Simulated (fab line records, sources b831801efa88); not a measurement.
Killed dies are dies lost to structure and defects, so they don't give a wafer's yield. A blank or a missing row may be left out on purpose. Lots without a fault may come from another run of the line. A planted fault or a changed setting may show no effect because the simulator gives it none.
One fault seen from 2 desks | flow gf180mcu | each desk has only its own numbers; what lay behind them comes last

THE TOOL OWNER'S DESK: plasma_asher-02
The tool's own readings at GF_TOP_METAL_STRIP_17 (strips in O2/N2): means of the sampled wafers that have a number, for each lot that ran on this tool. A lot is out of limits, marked OUT, if its mean lies more than 4 standard deviations from the usual mean; the brackets give that distance.
Columns: A = chamber_pressure_mTorr at GF_TOP_METAL_STRIP_17, usual 1500.1 mTorr; B = drypump_motor_current_A at GF_TOP_METAL_STRIP_17, usual 5.2 A; C = heater_power_w at GF_TOP_METAL_STRIP_17, usual 313 W; D = oes_product_au at GF_TOP_METAL_STRIP_17, usual 0.710 a.u.; E = strip_time_to_endpoint_s at GF_TOP_METAL_STRIP_17, usual 12.89 s
lot  | first seen here | A      | B   | C   | D     | E
L780 | day 28 16:11    | 1499.8 | 5.9 | 331 | 0.712 | 12.77
L800 | day 34 00:22    | 1500.9 | 5.7 | 372 | 0.709 | 12.87
This desk's finding: nothing out of limits on any of the 2 lots.

THE METROLOGY DESK
What the gauges read, lot by lot, whatever tool the lot ran on: means of the sampled wafers that have a number. A lot is out of limits, marked OUT, if its mean lies more than 4 standard deviations from the usual mean; the brackets give that distance.
Columns: A = TOP_METAL_ALCU_RS at GF_TOP_METAL_RS_MEAS_05, usual 0.0326 ohm/sq; B = TOP_METAL_ALCU_THK at GF_TOP_METAL_THK_MEAS_06, usual 908 nm; C = cd_nm at GF_TOP_METAL_CD_MEAS_14, usual 440.1 nm; D = TOP_METAL_OVL at GF_TOP_METAL_OVL_MEAS_15, usual -0.4 nm
lot  | first seen here | A      | B   | C     | D
L780 | day 27 20:30    | 0.0327 | 905 | 438.7 | -1.7
L793 | day 31 20:04    | 0.0325 | 906 | 436.1 | 0.6
L796 | day 32 08:17    | 0.0323 | 916 | 437.9 | -0.8
L797 | day 32 15:15    | 0.0328 | 892 | 437.2 | 1.2
L800 | day 33 08:45    | 0.0328 | 907 | 440.7 | -1.6
L801 | day 33 11:25    | 0.0324 | 912 | 442.7 | -2.5
This desk's finding: nothing out of limits on any of the 6 lots.

PUT TOGETHER
The tool owner's desk saw nothing out of limits.
The metrology desk saw nothing out of limits.

WHAT THE SIMULATOR HAD PUT IN
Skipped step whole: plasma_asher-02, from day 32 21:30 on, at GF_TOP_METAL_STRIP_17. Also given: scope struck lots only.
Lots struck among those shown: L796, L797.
